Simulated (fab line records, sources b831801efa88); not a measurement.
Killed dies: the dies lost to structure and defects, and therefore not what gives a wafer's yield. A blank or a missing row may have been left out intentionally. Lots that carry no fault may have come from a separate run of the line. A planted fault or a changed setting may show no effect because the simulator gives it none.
Matching of chambers    flow sky130    cmp-02 running SKY_VIA4_CMP_21: 4 sister chambers
The step polishes, stops on SiO2, t overpolish 25 s, target thk 0 nm. 7 wafers are shown with their chamber, then 7 later ones without.

## WAFERS, EACH WITH ITS CHAMBER
wafer   chamber  motor-current-A (A)  time-to-endpoint-s (s)
L161.5  0        11.9                 121
L161.6  1        11.2                 117
L166.1  2        9.0                  122
L166.4  3        9.3                  125
L166.5  2        8.3                  120
L165.3  3        9.6                  126
L165.4  1        10.8                 124

## WAFERS WHOSE CHAMBER IS MISSING
wafer   motor-current-A (A)  time-to-endpoint-s (s)
L165.5  8.9                  118
L178.1  8.8                  121
L178.3  11.4                 126
L178.4  9.9                  128
L179.2  11.8                 121
L179.3  9.9                  122
L179.4  11.5                 124

## THE CHAMBER EACH PASSED THROUGH
wafer   from the rows above           in truth
L165.5  can't be placed: 2 or 3       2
L178.1  can't be placed: 2 or 3       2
L178.3  can't be placed: 1 or 0       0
L178.4  3                             3
L179.2  can't be placed: 0 or 1       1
L179.3  can't be placed: 3 or 1 or 2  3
L179.4  can't be placed: 0 or 1       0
Correct placement for 1 of the 7. Cannot be placed on the basis of these rows: 6; the candidates contain the true chamber in 6. Wrongly placed: 0.
How it was worked out, from the rows above alone: a wafer's distance from a chamber is the root of the sum, over the readings, of the square of ((its reading less the chamber's mean) divided by the reading's scatter). The wafer belongs to the nearest chamber; if the next one is less than 2 further off, it can't be placed. The mean given for a chamber averages the wafers shown for that chamber. How the scatter is found: for the shown wafers, subtract from each reading the mean of its chamber, square and add these, divide the total by (wafers less chambers), then take the root.
